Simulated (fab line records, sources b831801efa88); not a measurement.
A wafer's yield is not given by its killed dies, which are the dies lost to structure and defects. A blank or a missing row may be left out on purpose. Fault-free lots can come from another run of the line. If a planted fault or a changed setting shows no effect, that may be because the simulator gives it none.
fab line records	flow sky130
record: lots: 6	wafers: 18	last-day: 50
route steps=708 shown DNWELL@41 PWDE@45 NWELL@56 PAD_OPEN@708
lots untouched by any fault: they come from a run of this same line in which no faults occurred
start-h: start of the lot's first displayed wafer, in hours after the record's first day	wait-h: hours elapsed since this lot's preceding step	" identical to the entry in the row above	L1.1+2: one row covering several wafers at once	- either no value or no given start	* or withheld: withheld	< > ~ a bound
route shown NAME@n: NAME is a module with steps in the file, n the number in the route of the first one	usual: mean and standard deviation over wafers with no fault	same: alike in all rows	chamber/n: place in a boat	sites: per-site readings	_std_site: how widely they spread, as a standard deviation	_edge_site: inner sites' mean taken away from outer sites' mean	radius-mm: for every site, how far away it sits from the centre of the wafer	mask NAME#n: copy n	behind: the most recent tool/chamber to have shaped the wafer	hold: reason for holding the lot/hours on hold/outcome of the hold	device: names the non-switching transistor (n, p or np)	end of line: the same wafers' tests at the end of the route	step lacking rows: just its recipe	killed: count of dies lost to structure and defects at first sort (not the wafer's yield)	map: shows each die of a wafer: x if killed, . if not, _ if none is there
set.NAME: the setting that was run; set.NAME@STEP: the one run at that earlier step	model.NAME: the simulator's own value behind a step, which no gauge read
lots at some steps of the route; a table a step, a row a wafer
services: a tool's chamber out of use, with start hour (start-h, from the record's first day; less than 0 if before it), hours out, and reason
== steps ==
step: SKY_DNWELL_DEVELOP_06
recipe: wall-angle-deg: 90	developer: TMAH	develop-time-s: 60	dev-temp-c: 23
step: SKY_DNWELL_IMPLANT_07
recipe: species: P	energy-kev: withheld	dose-cm2: withheld	tilt-deg: withheld
step: SKY_DNWELL_STRIP_08
recipe: chemistry: O2/N2	power-w: 1400	pressure-mtorr: 1500	platen-temp-c: withheld	o2-flow-sccm: 3000	n2-flow-sccm: 304.5	overash-fraction: 0.5
usual: drypump-motor-current-A: 5.7/0.42	oes-product-au: 0.723/0.0043	strip-time-to-endpoint-s: 36.89/0.11
lot.wafer	tool	chamber	start-h	wait-h	drypump-motor-current-A	oes-product-au	rf-hours-counter-h	strip-time-to-endpoint-s
L145.4	plasma-asher-04	0	75.75	0.1	5.6	0.724	-	36.76
L145.5	"	1	"	"	6.3	0.724	-	36.80
L145.6	"	0	"	"	5.6	0.723	-	36.84
L151.1	plasma-asher-02	0	105.16	0.1	5.3	0.723	43	36.95
L151.2	"	1	"	"	6.1	0.720	43	36.94
L151.3	"	0	"	"	5.2	0.727	-	36.87
L153.1	plasma-asher-02	1	118.01	0.1	6.2	0.727	0	36.92
L153.2	"	0	"	"	5.3	0.720	0	36.99
L153.4	"	1	"	"	6.2	0.727	-	36.91
L156.2	plasma-asher-02	0	134.85	0.1	5.2	0.723	2	36.82
L156.3	"	0	"	"	5.2	0.721	-	36.89
L156.4	"	1	"	"	6.1	0.717	-	36.91
L158.2	plasma-asher-02	1	145.11	0.1	6.1	0.713	2	37.08
L158.3	"	0	"	"	5.3	0.723	-	36.78
L158.5	"	1	"	"	6.1	0.722	-	36.82
L164.1	plasma-asher-04	0	175.76	0.1	5.6	0.718	37	36.98
L164.3	"	1	"	"	6.3	0.718	-	36.96
L164.5	"	1	"	"	6.3	0.720	-	36.89
step: SKY_DNWELL_TW_MEAS_09
usual: DNWELL_TW: 1113/7.5
lot.wafer	tool	chamber	start-h	wait-h	DNWELL_TW
L145.4	film-metro-03	-	75.84	0.1	1117
L145.5	"	-	"	"	1116
L145.6	"	-	"	"	1119
L151.1	film-metro-04	-	105.26	0.1	1114
L151.2	"	-	"	"	1111
L151.3	"	-	"	"	1115
L153.1	film-metro-03	-	118.11	0.1	1110
L153.2	"	-	"	"	1106
L153.4	"	-	"	"	1114
L156.2	film-metro-02	-	134.96	0.1	1123
L156.3	"	-	"	"	1124
L156.4	"	-	"	"	1123
L158.2	film-metro-04	-	145.22	0.1	1100
L158.3	"	-	"	"	1097
L158.5	"	-	"	"	1096
L164.1	film-metro-04	-	175.86	0.1	1109
L164.3	"	-	"	"	1115
L164.5	"	-	"	"	1097
step: SKY_PWDE_DEHYDRATE_00
recipe: temp-c: 200	time-s: 60
step: SKY_PWDE_HMDS_01
recipe: prime-time-s: 60	prime-temp-c: 120
step: SKY_PWDE_COAT_02
recipe: spin-rpm: 2000	resist-thk-nm: 3000
step: SKY_PWDE_SOFTBAKE_03
recipe: temp-c: 110	time-s: withheld
step: SKY_PWDE_EXPOSE_04
recipe: mask-id: PWDEM	na: 0.6	source-shape: conventional	sigma-outer: 0.6	polarization: unpolarized	target-cd-nm: 840	dose-mj: 214
step: SKY_PWDE_PEB_05
recipe: temp-c: 115	time-s: withheld
step: SKY_PWDE_DEVELOP_06
recipe: wall-angle-deg: 90	developer: TMAH	develop-time-s: 60	dev-temp-c: 23
step: SKY_PWDE_OVL_MEAS_07
usual: PWDE_OVL: 1.3/1.6
lot.wafer	tool	chamber	start-h	wait-h	PWDE_OVL[nm]
L145.4	overlay-01	-	92.95	-	3.6
L145.5	"	-	"	"	3.1
L145.6	"	-	"	"	2.7
L151.1	overlay-02	-	122.73	-	0.9
L151.2	"	-	"	"	0.5
L151.3	"	-	"	"	1.7
L153.1	overlay-02	-	137.08	-	0.5
L153.2	"	-	"	"	0.2
L153.4	"	-	"	"	0.6
L156.2	overlay-01	-	153.89	-	3.0
L156.3	"	-	"	"	2.9
L156.4	"	-	"	"	4.2
L158.2	overlay-01	-	164.64	-	1.9
L158.3	"	-	"	"	1.4
L158.5	"	-	"	"	1.6
L164.1	overlay-02	-	195.53	-	0.0
L164.3	"	-	"	"	0.6
L164.5	"	-	"	"	0.7
step: SKY_PWDE_IMPLANT_08
recipe: species: B	energy-kev: 150	dose-cm2: 3.6e+12	tilt-deg: withheld
usual: dose-ions-cm2: 3.6e+12/3.7e+09
lot.wafer	tool	chamber	start-h	wait-h	dose-ions-cm2
L145.4	implanter-04	0	93.04	0.1	3.599e+12
L145.5	"	0	"	"	3.602e+12
L145.6	"	0	"	"	3.601e+12
L151.1	implanter-04	0	122.77	0.0	3.595e+12
L151.2	"	0	"	"	3.597e+12
L151.3	"	0	"	"	3.595e+12
L153.1	implanter-04	0	137.12	0.0	3.491e+12
L153.2	"	0	"	"	3.496e+12
L153.4	"	0	"	"	3.497e+12
L156.2	implanter-03	0	153.94	0.0	3.599e+12
L156.3	"	0	"	"	3.592e+12
L156.4	"	0	"	"	3.601e+12
L158.2	implanter-04	0	164.69	0.0	3.49e+12
L158.3	"	0	"	"	3.49e+12
L158.5	"	0	"	"	3.491e+12
L164.1	implanter-03	0	195.57	0.0	3.605e+12
L164.3	"	0	"	"	3.604e+12
L164.5	"	0	"	"	3.597e+12
step: SKY_PWDE_STRIP_09
recipe: chemistry: O2/N2	power-w: 1400	pressure-mtorr: 1500	platen-temp-c: withheld	o2-flow-sccm: 3000	n2-flow-sccm: 300	overash-fraction: 0.5
usual: drypump-motor-current-A: 5.6/0.38	oes-product-au: 0.721/0.0043	strip-time-to-endpoint-s: 36.89/0.091
lot.wafer	tool	chamber	start-h	wait-h	drypump-motor-current-A	oes-product-au	rf-hours-counter-h	strip-time-to-endpoint-s
L145.4	plasma-asher-02	1	93.15	0.1	6.1	0.720	-	37.01
L145.5	"	0	"	"	5.2	0.717	-	37.02
L145.6	"	1	"	"	6.1	0.721	-	36.93
L151.1	plasma-asher-01	0	122.92	0.1	5.4	0.714	44	36.84
L151.2	"	1	"	"	5.5	0.721	44	36.80
L151.3	"	0	"	"	5.4	0.723	-	36.85
L153.1	plasma-asher-01	0	137.27	0.1	5.4	0.727	45	36.91
L153.2	"	1	"	"	5.5	0.721	45	36.84
L153.4	"	0	"	"	5.4	0.730	-	36.85
L156.2	plasma-asher-02	0	154.07	0.1	5.3	0.716	3	37.05
L156.3	"	1	"	"	6.2	0.723	-	36.89
L156.4	"	0	"	"	5.2	0.724	-	36.91
L158.2	plasma-asher-01	0	164.82	0.1	5.3	0.717	48	36.96
L158.3	"	0	"	"	5.4	0.719	-	36.93
L158.5	"	0	"	"	5.4	0.710	-	36.93
L164.1	plasma-asher-01	0	195.72	0.1	5.3	0.727	51	36.84
L164.3	"	1	"	"	5.5	0.723	-	36.75
L164.5	"	1	"	"	5.5	0.721	-	36.82
step: SKY_PWDE_TW_MEAS_10
usual: PWDE_TW: 374.4/2.6
lot.wafer	tool	chamber	start-h	wait-h	PWDE_TW
L145.4	film-metro-02	-	93.25	0.1	375.9
L145.5	"	-	"	"	377.9
L145.6	"	-	"	"	378.3
L151.1	film-metro-03	-	123.02	0.1	373.9
L151.2	"	-	"	"	374.8
L151.3	"	-	"	"	374.9
L153.1	film-metro-03	-	137.37	0.1	369.8
L153.2	"	-	"	"	373.0
L153.4	"	-	"	"	372.7
L156.2	film-metro-04	-	154.18	0.1	370.1
L156.3	"	-	"	"	371.9
L156.4	"	-	"	"	370.0
L158.2	film-metro-04	-	164.93	0.1	367.9
L158.3	"	-	"	"	366.5
L158.5	"	-	"	"	365.4
L164.1	film-metro-03	-	195.82	0.1	375.6
L164.3	"	-	"	"	373.1
L164.5	"	-	"	"	374.5
step: SKY_NWELL_DEHYDRATE_03
recipe: temp-c: 200	time-s: 60
step: SKY_NWELL_HMDS_04
recipe: prime-time-s: 60	prime-temp-c: 120
step: SKY_NWELL_COAT_05
recipe: spin-rpm: 2000	resist-thk-nm: 3000
step: SKY_NWELL_SOFTBAKE_06
recipe: temp-c: 110	time-s: withheld
step: SKY_NWELL_EXPOSE_07
recipe: mask-id: NWM	na: 0.6	source-shape: conventional	sigma-outer: 0.6	polarization: unpolarized	target-cd-nm: 840	dose-mj: 255
step: SKY_NWELL_PEB_08
recipe: temp-c: 115	time-s: withheld
step: SKY_NWELL_DEVELOP_09
recipe: wall-angle-deg: 90	developer: TMAH	develop-time-s: 60	dev-temp-c: 23.46
step: SKY_NWELL_OVL_MEAS_10
usual: NWELL_00_OVL: 0.7/1.4
lot.wafer	tool	chamber	start-h	wait-h	NWELL_00_OVL[nm]
L145.4	overlay-01	-	110.81	-	-1.0
L145.5	"	-	"	"	-1.1
L145.6	"	-	"	"	0.8
L151.1	overlay-01	-	141.63	-	0.6
L151.2	"	-	"	"	2.4
L151.3	"	-	"	"	0.7
L153.1	overlay-01	-	156.95	-	-3.2
L153.2	"	-	"	"	-0.1
L153.4	"	-	"	"	-0.3
L156.2	overlay-02	-	174.09	-	-0.7
L156.3	"	-	"	"	0.3
L156.4	"	-	"	"	0.0
L158.2	overlay-01	-	186.15	-	-0.1
L158.3	"	-	"	"	-0.5
L158.5	"	-	"	"	-0.6
L164.1	overlay-01	-	217.93	-	-0.7
L164.3	"	-	"	"	-1.1
L164.5	"	-	"	"	0.6
step: SKY_NWELL_IMPLANT_11
recipe: species: P	energy-kev: 400	dose-cm2: 1.9e+13	tilt-deg: withheld
step: SKY_NWELL_IMPLANT_12
recipe: species: P	energy-kev: 120	dose-cm2: 1.3e+12	tilt-deg: withheld
step: SKY_NWELL_IMPLANT_13
recipe: species: P	energy-kev: 50	dose-cm2: 7e+11	tilt-deg: withheld
step: SKY_NWELL_STRIP_14
recipe: chemistry: O2/N2	power-w: 1400	pressure-mtorr: 1500	platen-temp-c: withheld	o2-flow-sccm: 3000	n2-flow-sccm: 300	overash-fraction: 0.5
usual: drypump-motor-current-A: 5.6/0.34	oes-product-au: 0.722/0.0047	strip-time-to-endpoint-s: 36.95/0.1
lot.wafer	tool	chamber	start-h	wait-h	drypump-motor-current-A	oes-product-au	rf-hours-counter-h	strip-time-to-endpoint-s
L145.4	plasma-asher-03	0	111.31	0.1	5.7	0.722	-	36.85
L145.5	"	0	"	"	5.7	0.726	-	36.85
L145.6	"	1	"	"	5.2	0.719	-	37.04
L151.1	plasma-asher-01	1	142.12	0.1	5.5	0.713	46	37.08
L151.2	"	0	"	"	5.3	0.720	46	36.97
L151.3	"	0	"	"	5.4	0.721	-	37.12
L153.1	plasma-asher-01	0	157.43	0.1	5.3	0.725	47	36.84
L153.2	"	1	"	"	5.5	0.733	47	36.87
L153.4	"	0	"	"	5.4	0.724	-	36.91
L156.2	plasma-asher-03	1	174.57	0.1	5.2	0.724	49	37.07
L156.3	"	0	"	"	5.7	0.722	-	37.00
L156.4	"	1	"	"	5.3	0.718	-	36.95
L158.2	plasma-asher-04	0	186.63	0.1	5.6	0.720	38	36.85
L158.3	"	0	"	"	5.6	0.728	-	36.88
L158.5	"	0	"	"	5.6	0.722	-	36.82
L164.1	plasma-asher-01	1	218.42	0.1	5.5	0.719	53	36.96
L164.3	"	1	"	"	5.5	0.716	-	37.05
L164.5	"	0	"	"	5.4	0.722	-	36.83
step: SKY_NWELL_TW_MEAS_15
usual: NWELL_TW: 1818/13
lot.wafer	tool	chamber	start-h	wait-h	NWELL_TW
L145.4	film-metro-04	-	111.41	0.1	1813
L145.5	"	-	"	"	1827
L145.6	"	-	"	"	1821
L151.1	film-metro-04	-	142.22	0.1	1827
L151.2	"	-	"	"	1813
L151.3	"	-	"	"	1821
L153.1	film-metro-04	-	157.61	0.1	1792
L153.2	"	-	"	"	1800
L153.4	"	-	"	"	1791
L156.2	film-metro-04	-	174.68	0.1	1803
L156.3	"	-	"	"	1798
L156.4	"	-	"	"	1805
L158.2	film-metro-04	-	186.74	0.1	1807
L158.3	"	-	"	"	1804
L158.5	"	-	"	"	1799
L164.1	film-metro-03	-	218.57	0.1	1821
L164.3	"	-	"	"	1826
L164.5	"	-	"	"	1830
step: SKY_NWELL_DEHYDRATE_16
recipe: temp-c: 200	time-s: 60
step: SKY_NWELL_HMDS_17
recipe: prime-time-s: 60	prime-temp-c: 120
step: SKY_NWELL_COAT_18
recipe: spin-rpm: 2000	resist-thk-nm: 3000
step: SKY_NWELL_SOFTBAKE_19
recipe: temp-c: 110	time-s: withheld
step: SKY_NWELL_EXPOSE_20
recipe: mask-id: NWM_COMPLEMENT	na: 0.6	source-shape: conventional	sigma-outer: 0.6	polarization: unpolarized	target-cd-nm: 840	dose-mj: 260
step: SKY_NWELL_PEB_21
recipe: temp-c: 115	time-s: withheld
step: SKY_NWELL_DEVELOP_22
recipe: wall-angle-deg: 90	developer: TMAH	develop-time-s: 60	dev-temp-c: 23
step: SKY_NWELL_OVL_MEAS_23
usual: NWELL_01_OVL: -0.8/1.6
lot.wafer	tool	chamber	start-h	wait-h	NWELL_01_OVL[nm]
L145.4	overlay-01	-	129.90	-	-0.8
L145.5	"	-	"	"	-0.5
L145.6	"	-	"	"	-0.5
L151.1	overlay-01	-	162.33	-	0.1
L151.2	"	-	"	"	1.2
L151.3	"	-	"	"	0.2
L153.1	overlay-02	-	177.78	-	-1.5
L153.2	"	-	"	"	-2.0
L153.4	"	-	"	"	-2.3
L156.2	overlay-02	-	194.75	-	2.5
L156.3	"	-	"	"	1.7
L156.4	"	-	"	"	2.5
L158.2	overlay-01	-	208.19	-	-3.0
L158.3	"	-	"	"	-3.1
L158.5	"	-	"	"	-2.3
L164.1	overlay-01	-	241.03	-	0.9
L164.3	"	-	"	"	0.3
L164.5	"	-	"	"	1.0
step: SKY_NWELL_IMPLANT_24
recipe: species: B	energy-kev: 140	dose-cm2: 9.2e+12	tilt-deg: withheld
step: SKY_NWELL_STRIP_25
recipe: chemistry: O2/N2	power-w: 1400	pressure-mtorr: 1500	platen-temp-c: withheld	o2-flow-sccm: 3000	n2-flow-sccm: 300	overash-fraction: 0.5
usual: drypump-motor-current-A: 5.6/0.36	oes-product-au: 0.722/0.0048	strip-time-to-endpoint-s: 36.92/0.086
lot.wafer	tool	chamber	start-h	wait-h	drypump-motor-current-A	oes-product-au	rf-hours-counter-h	strip-time-to-endpoint-s
L145.4	plasma-asher-01	0	130.10	0.1	5.3	0.719	-	36.81
L145.5	"	0	"	"	5.3	0.716	-	36.97
L145.6	"	1	"	"	5.5	0.718	-	36.81
L151.1	plasma-asher-04	1	162.52	0.1	6.3	0.729	36	36.80
L151.2	"	0	"	"	5.6	0.721	36	36.72
L151.3	"	0	"	"	5.6	0.727	-	36.83
L153.1	plasma-asher-01	1	177.97	0.1	5.5	0.720	49	36.85
L153.2	"	0	"	"	5.4	0.735	49	36.97
L153.4	"	0	"	"	5.4	0.722	-	36.95
L156.2	plasma-asher-01	0	194.93	0.1	5.3	0.723	50	37.03
L156.3	"	0	"	"	5.3	0.729	-	36.87
L156.4	"	1	"	"	5.5	0.720	-	36.97
L158.2	plasma-asher-04	1	208.37	0.1	6.3	0.724	40	36.91
L158.3	"	1	"	"	6.3	0.727	-	36.90
L158.5	"	1	"	"	6.3	0.718	-	36.96
L164.1	plasma-asher-01	1	241.22	0.1	5.5	0.719	55	37.07
L164.3	"	0	"	"	5.3	0.721	-	36.99
L164.5	"	1	"	"	5.5	0.722	-	37.02
step: SKY_NWELL_TW_MEAS_26
usual: NWELL_2_TW: 496/3.2
lot.wafer	tool	chamber	start-h	wait-h	NWELL_2_TW
L145.4	film-metro-02	-	130.20	0.1	502
L145.5	"	-	"	"	504
L145.6	"	-	"	"	498
L151.1	film-metro-04	-	162.64	0.1	492
L151.2	"	-	"	"	490
L151.3	"	-	"	"	491
L153.1	film-metro-04	-	178.07	0.1	494
L153.2	"	-	"	"	491
L153.4	"	-	"	"	494
L156.2	film-metro-03	-	195.04	0.1	496
L156.3	"	-	"	"	497
L156.4	"	-	"	"	498
L158.2	film-metro-04	-	208.48	0.1	494
L158.3	"	-	"	"	496
L158.5	"	-	"	"	491
L164.1	film-metro-04	-	241.32	0.1	491
L164.3	"	-	"	"	491
L164.5	"	-	"	"	494
step: SKY_NWELL_CLEAN_27
recipe: chemistry: SC1/SC2	mix: 1:4:20	temp-c: 70	time-s: 157.2	dry: n2-spin
step: SKY_NWELL_RTA_28
recipe: temp-c: 1050	time-s: 30	idle-temp-c: 650	ramp-up-c-per-s: 150	ramp-down-c-per-s: 90	ambient: N2
usual: anneal-temp-c-max: 1054.8/2.1	lamp-power-pct: 25.31/0.057	wafer_temp_C_max: 1054.9/1
lot.wafer	tool	chamber	start-h	wait-h	anneal-temp-c-max	lamp-power-pct	wafer_temp_C_max
L145.4	rtp-anneal-01	0	130.33	0.1	1052.6	25.31	1053.8
L145.5	"	0	"	"	1052.6	25.20	1054.3
L145.6	"	0	"	"	1053.5	25.30	1054.5
L151.1	rtp-anneal-02	0	162.80	0.0	1055.8	25.39	1056.5
L151.2	"	0	"	"	1060.4	25.25	1054.9
L151.3	"	0	"	"	1056.5	25.33	1054.7
L153.1	rtp-anneal-02	0	178.18	0.0	1056.3	25.30	1054.6
L153.2	"	0	"	"	1057.5	25.35	1054.5
L153.4	"	0	"	"	1056.1	25.30	1054.9
L156.2	rtp-anneal-01	0	195.17	0.0	1051.9	25.30	1055.1
L156.3	"	0	"	"	1052.5	25.31	1054.3
L156.4	"	0	"	"	1052.3	25.27	1054.7
L158.2	rtp-anneal-02	0	208.61	0.0	1056.6	25.38	1053.5
L158.3	"	0	"	"	1055.4	25.36	1055.2
L158.5	"	0	"	"	1056.6	25.23	1054.1
L164.1	rtp-anneal-02	0	241.43	0.0	1057.4	25.31	1053.6
L164.3	"	0	"	"	1055.8	25.34	1054.1
L164.5	"	0	"	"	1055.3	25.37	1054.0
step: SKY_NWELL_RS_MEAS_29
recipe: thk-meas-gauge: four-point-probe
usual: NWELL_RS: 624.4/1.7
lot.wafer	tool	chamber	start-h	wait-h	NWELL_RS[ohm/sq]
L145.4	film-metro-04	-	130.44	0.1	622.5
L145.5	"	-	"	"	624.8
L145.6	"	-	"	"	622.5
L151.1	film-metro-03	-	163.00	0.2	623.3
L151.2	"	-	"	"	625.4
L151.3	"	-	"	"	622.5
L153.1	film-metro-03	-	178.38	0.2	626.2
L153.2	"	-	"	"	626.4
L153.4	"	-	"	"	624.0
L156.2	film-metro-04	-	195.27	0.1	621.9
L156.3	"	-	"	"	622.8
L156.4	"	-	"	"	623.9
L158.2	film-metro-04	-	208.80	0.2	623.4
L158.3	"	-	"	"	625.9
L158.5	"	-	"	"	625.4
L164.1	film-metro-04	-	241.53	0.1	623.8
L164.3	"	-	"	"	624.4
L164.5	"	-	"	"	622.7
step: SKY_NWELL_RS_MEAS_31
recipe: thk-meas-gauge: four-point-probe
usual: PWDE_RS: 5268/18
lot.wafer	tool	chamber	start-h	wait-h	PWDE_RS[ohm/sq]
L145.4	film-metro-04	-	130.68	0.1	5255
L145.5	"	-	"	"	5228
L145.6	"	-	"	"	5229
L151.1	film-metro-03	-	163.24	0.1	5265
L151.2	"	-	"	"	5259
L151.3	"	-	"	"	5287
L153.1	film-metro-03	-	178.62	0.1	5412
L153.2	"	-	"	"	5398
L153.4	"	-	"	"	5393
L156.2	film-metro-04	-	195.51	0.1	5260
L156.3	"	-	"	"	5257
L156.4	"	-	"	"	5257
L158.2	film-metro-04	-	209.04	0.1	5389
L158.3	"	-	"	"	5395
L158.5	"	-	"	"	5410
L164.1	film-metro-04	-	241.77	0.1	5250
L164.3	"	-	"	"	5259
L164.5	"	-	"	"	5258
step: SKY_PAD_OPEN_PROBE_99
usual: killed_at_M0_to_M3: 44/6.3	killed_at_M4_up: 3.1/2	killed-at-contacts: 24/4.8	killed-at-front-end: 15/4.6	killed-at-other: 0.2/0.51	killed-dies: 87/8.4	killed-on-rim: 17/3.9	killed-open: 48/6.4	killed-short: 39/5.9
same: gross-dies: 492	killed-at-back-side: 0
lot.wafer	tool	chamber	start-h	wait-h	killed_at_M0_to_M3	killed_at_M4_up	killed-at-contacts	killed-at-front-end	killed-at-other	killed-dies	killed-on-rim	killed-open	killed-short	model.etest.res-pwde-under-gate.rs-ohm-sq
L145.4	prober-02	-	1100.10	0.2	44	3	29	15	0	91	17	44	47	6194
L145.5	prober-02	-	1100.15	0.2	37	5	32	22	0	96	19	55	41	6136
L145.6	prober-02	-	1100.20	0.2	33	4	26	18	0	81	14	41	40	6193
L151.1	prober-02	-	1137.65	0.1	37	0	25	22	0	84	17	47	37	6116
L151.2	prober-02	-	1137.70	0.1	54	2	22	16	0	94	14	58	36	6182
L151.3	prober-02	-	1137.75	0.2	52	2	25	9	0	88	14	50	38	6157
L153.1	prober-02	-	1146.11	0.1	37	0	22	17	0	76	14	43	33	6334
L153.2	prober-02	-	1146.16	0.1	60	1	31	18	0	110	17	58	52	6294
L153.4	prober-02	-	1146.26	0.2	48	1	23	13	1	86	17	49	37	6349
L156.2	prober-01	-	1158.68	0.1	36	5	30	17	1	89	17	50	39	6109
L156.3	prober-01	-	1158.73	0.2	43	3	33	9	1	89	20	49	40	6143
L156.4	prober-01	-	1158.78	0.2	37	4	32	16	1	90	18	51	39	6188
L158.2	prober-02	-	1177.10	0.1	39	0	28	7	1	75	15	51	24	6250
L158.3	prober-02	-	1177.15	0.2	41	1	37	15	0	94	21	59	35	6246
L158.5	prober-02	-	1177.25	0.2	48	4	26	15	0	93	13	55	38	6311
L164.1	prober-02	-	1194.85	0.1	41	2	22	9	0	74	13	45	29	6112
L164.3	prober-02	-	1194.95	0.2	57	2	24	15	0	98	19	61	37	6139
L164.5	prober-02	-	1195.05	0.2	38	0	35	16	2	91	17	49	42	6161
killed by level:class
L145.4 CONTACT:geometric-particle:open=8 VIA1:geometric-particle:open=8 CONTACT:geometric-particle:short=7 POLY_GATE:geometric-particle:short=6 METAL2:geometric-particle:short=6 VIA2:geometric-particle:open=5 LOCAL_INTERCONNECT:geometric-particle:short=5 VIA3:geometric-particle:open=4
L145.5 LI_CONTACT:geometric-particle:open=11 CONTACT:geometric-particle:open=11 VIA1:geometric-particle:open=8 METAL2:geometric-particle:short=7 FIELD_ISO:geometric-particle:open=5 FIELD_ISO:geometric-particle:short=5 LOCAL_INTERCONNECT:geometric-particle:short=5 VIA2:geometric-particle:open=5
L145.6 METAL2:geometric-particle:short=8 LI_CONTACT:geometric-particle:open=8 CONTACT:geometric-particle:open=8 POLY_GATE:geometric-particle:open=6 VIA1:geometric-particle:open=6 POLY_GATE:geometric-particle:short=5 LOCAL_INTERCONNECT:geometric-particle:short=5 VIA2:geometric-particle:open=5
L151.1 CONTACT:geometric-particle:open=11 LI_CONTACT:geometric-particle:open=10 VIA1:geometric-particle:open=7 POLY_GATE:geometric-particle:open=6 METAL1:geometric-particle:short=5 VIA1:geometric-particle:short=5 FIELD_ISO:geometric-particle:short=4 VIA2:geometric-particle:short=4
L151.2 VIA1:geometric-particle:open=23 CONTACT:geometric-particle:open=10 VIA3:geometric-particle:open=8 VIA2:geometric-particle:short=6 LI_CONTACT:geometric-particle:open=5 FIELD_ISO:geometric-particle:open=4 POLY_GATE:geometric-particle:open=4 POLY_GATE:geometric-particle:short=4
L151.3 VIA1:geometric-particle:open=14 CONTACT:geometric-particle:open=12 VIA2:geometric-particle:open=7 VIA1:geometric-particle:short=6 LI_CONTACT:geometric-particle:open=5 METAL1:geometric-particle:short=5 METAL3:geometric-particle:short=5 VIA3:geometric-particle:open=5
L153.1 VIA3:geometric-particle:open=10 VIA1:geometric-particle:open=8 FIELD_ISO:geometric-particle:short=7 CONTACT:geometric-particle:open=7 LOCAL_INTERCONNECT:geometric-particle:short=6 LI_CONTACT:geometric-particle:open=5 VIA2:geometric-particle:open=5 VIA1:geometric-particle:short=4
L153.2 VIA1:geometric-particle:open=12 VIA3:geometric-particle:open=11 VIA3:geometric-particle:short=9 CONTACT:geometric-particle:open=9 LI_CONTACT:geometric-particle:open=8 CONTACT:geometric-particle:short=7 METAL3:geometric-particle:short=7 SPACER:geometric-particle:short=6
L153.4 VIA1:geometric-particle:open=13 LI_CONTACT:geometric-particle:open=10 METAL1:geometric-particle:short=6 VIA3:geometric-particle:open=6 METAL2:geometric-particle:short=5 SPACER:geometric-particle:short=4 CONTACT:geometric-particle:short=4 CONTACT:geometric-particle:open=4
L156.2 CONTACT:geometric-particle:open=9 VIA1:geometric-particle:open=9 LI_CONTACT:geometric-particle:open=8 CONTACT:geometric-particle:short=6 FIELD_ISO:geometric-particle:open=5 VIA1:geometric-particle:short=5 FIELD_ISO:geometric-particle:short=4 POLY_GATE:geometric-particle:short=4
L156.3 CONTACT:geometric-particle:open=13 VIA3:geometric-particle:open=8 VIA2:geometric-particle:open=8 LI_CONTACT:geometric-particle:open=7 CONTACT:geometric-particle:short=6 METAL1:geometric-particle:short=5 FIELD_ISO:geometric-particle:open=4 LOCAL_INTERCONNECT:geometric-particle:short=4
L156.4 VIA1:geometric-particle:open=10 CONTACT:geometric-particle:open=9 LI_CONTACT:geometric-particle:open=8 VIA3:geometric-particle:open=7 LOCAL_INTERCONNECT:geometric-particle:short=6 POLY_GATE:geometric-particle:short=5 CONTACT:geometric-particle:short=5 VIA1:geometric-particle:short=5
L158.2 CONTACT:geometric-particle:open=13 VIA1:geometric-particle:open=12 VIA3:geometric-particle:open=11 LI_CONTACT:geometric-particle:open=7 CONTACT:geometric-particle:short=4 FIELD_ISO:geometric-particle:open=3 LOCAL_INTERCONNECT:geometric-particle:short=3 METAL1:geometric-particle:short=3
L158.3 CONTACT:geometric-particle:open=12 VIA1:geometric-particle:open=10 LI_CONTACT:geometric-particle:open=9 CONTACT:geometric-particle:short=9 VIA2:geometric-particle:open=8 VIA3:geometric-particle:open=6 FIELD_ISO:geometric-particle:open=5 LI_CONTACT:geometric-particle:short=5
L158.5 LI_CONTACT:geometric-particle:open=10 CONTACT:geometric-particle:open=10 VIA3:geometric-particle:open=9 VIA1:geometric-particle:short=8 METAL2:geometric-particle:short=7 VIA2:geometric-particle:open=7 FIELD_ISO:geometric-particle:open=5 CONTACT:geometric-particle:short=4
L164.1 CONTACT:geometric-particle:open=10 VIA2:geometric-particle:open=9 VIA1:geometric-particle:open=8 METAL2:geometric-particle:short=7 METAL1:geometric-particle:short=6 CONTACT:geometric-particle:short=5 VIA3:geometric-particle:open=4 LI_CONTACT:geometric-particle:open=4
L164.3 VIA1:geometric-particle:open=20 CONTACT:geometric-particle:open=10 VIA3:geometric-particle:open=9 VIA2:geometric-particle:open=7 VIA1:geometric-particle:short=7 LOCAL_INTERCONNECT:geometric-particle:open=5 CONTACT:geometric-particle:short=5 FIELD_ISO:geometric-particle:open=4
L164.5 CONTACT:geometric-particle:open=14 VIA1:geometric-particle:open=13 CONTACT:geometric-particle:short=8 METAL1:geometric-particle:short=6 LI_CONTACT:geometric-particle:open=5 VIA3:geometric-particle:open=5 FIELD_ISO:geometric-particle:short=4 POLY_GATE:geometric-particle:open=4
== services ==
tool	chamber	start-h	hours	kind
plasma-asher-01	-	58.50	1.2	repair
plasma-asher-02	-	108.75	9.0	pm
plasma-asher-02	0	108.75	9.0	vent-cycle
plasma-asher-02	1	108.75	9.0	vent-cycle
plasma-asher-04	-	117.56	2.8	pm
plasma-asher-02	0	117.75	-	clean
plasma-asher-02	1	117.75	-	clean
plasma-asher-02	-	135.73	6.5	repair
plasma-asher-01	-	153.29	2.8	pm
rtp-anneal-02	-	169.66	4.0	pm
implanter-04	-	184.33	8.7	repair
implanter-04	-	194.26	3.9	repair
implanter-04	-	206.44	3.3	repair
implanter-04	-	218.55	4.0	pm
== key ==
first-sign: step: SKY_PWDE_IMPLANT_08	reading: dose-ions-cm2	direction: down	sigmas: 29	usual: *	struck: *
effect: step: SKY_PWDE_TW_MEAS_10	reading: PWDE_TW	direction: down	sigmas: 2	usual: 374.4	struck: 369.2
effect: step: SKY_NWELL_RS_MEAS_31	reading: PWDE_RS	direction: up	sigmas: 7.2	usual: 5268	struck: 5399
model-effect: step: SKY_PAD_OPEN_PROBE_99	value: etest.res-pwde-under-gate.rs-ohm-sq	without: 6126	struck: 6298
met-at SKY_PWDE_IMPLANT_08
struck-wafers L153.1,L153.2,L153.4,L158.2,L158.3,L158.5
tester-left-out L153,L158
onset-between 122.77 137.12
fault: kind: process-parameter-drift	tool: implanter-04	chamber: -	onset-h: 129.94	steps: SKY_PWDE_IMPLANT_08	channel: dose-cm2	offset: *	shape: step	end-h: 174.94	acts-in: *	stated: *
tester-left-out: of these lots the tester's yield and bins aren't shown, on N5 and GAA mostly nor the transistor test; their killed dies are dies lost to structure and defects alone, not to doping, threshold or leakage, so they don't give the yield
